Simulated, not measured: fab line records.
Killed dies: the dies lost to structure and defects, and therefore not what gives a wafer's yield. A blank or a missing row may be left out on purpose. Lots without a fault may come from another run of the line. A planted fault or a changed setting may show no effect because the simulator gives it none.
Problem report in the 8D (eight disciplines) form, filled by code | flow gf180mcu | the parts of the form that need people (team, actions taken, sign-off) are left out

== 1. THE ISSUE ==
At GF_MVSD_EXPOSE_04, exposure_dose_mJ_cm2 averages 255.80 over 6 wafers from 2 lots, while fault-free wafers read 260.07, standard deviation 0.27. That puts it -16 standard deviations away from the usual mean.
The step: exposes mask MVSD, target cd 1000 nm.
First seen on wafer L714.2, day 7 21:34, on iline_stepper-01. At this step, 42 wafers from 14 lots have a number in the record. Rule for "out", or "out of limits": more than 4 standard deviations from the usual mean. All remaining wafers that have a number are taken as sound.

== 2. WHAT THIS IS AND IS NOT ==
question                    | is                     | is not
which readings at this step | exposure_dose_mJ_cm2   | stage_vel_mm_s
which lots                  | L714, L715             | L699, L700, L701, L702, L703, L704, L705, L706, L707, L716, L718, L721
which wafers of those lots  | all that have a number | -
read on which tools         | iline_stepper-01       | iline_stepper-02
when                        | from day 7 21:34       | up to then (27 sound wafers); but 9 sound wafers of L716, L718, L721 came after

== 3. SUSPECTS, AND WHAT RULES EACH OUT ==
Counting: a tool at a process step up to the reading stays a suspect if it ran every lot that is out and no sound lot after the first of them.
- iline_stepper-01 at GF_MVSD_EXPOSE_04 (exposes mask MVSD, target cd 1000 nm): kept. All lots that are out passed through it, beginning with L714 at day 7 21:34, and no sound lot followed; its final sound lot before that point was L707 at day 5 23:43. Its own exposure_dose_mJ_cm2 readings are out on those wafers.
After counting, what remains is iline_stepper-01 at GF_MVSD_EXPOSE_04.

== 4. THE CAUSE (what the simulator had put in) ==
Process parameter drift: iline_stepper-01, from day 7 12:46 on, at GF_MVSD_EXPOSE_04. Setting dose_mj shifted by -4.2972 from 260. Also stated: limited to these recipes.
This tool alone remained once counting was done.

== 5. THE EFFECT CHAIN, in route order ==
One row per reading whose mean, taken over the struck wafers that have a number, lies over 3 standard deviations from the usual. Scope: only readings with a usual standard deviation given in the record; hours: median across lots of the time from each lot's start at the first step in this table that gives one to its start at this step; sigmas: change in usual standard deviations.
hours | step              | reading              | usual  | on struck wafers | change | sigmas
0     | GF_MVSD_EXPOSE_04 | exposure_dose_mJ_cm2 | 260.07 | 255.80           | -4.27  | -16
It contains these process steps:
- GF_MVSD_EXPOSE_04: exposes mask MVSD, target cd 1000 nm.
At these later measuring or inspecting steps, every struck wafer for which the step has a row has a number for every such reading, and none has moved that far: GF_HV_LDD_TW_MEAS_23, GF_HV_LDD_CD_MEAS_46.

== 6. HOW IT WOULD HAVE BEEN CAUGHT EARLIER ==
In this record the first reading out of limits was taken at day 7 21:34, 9 hours after the fault began at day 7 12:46.
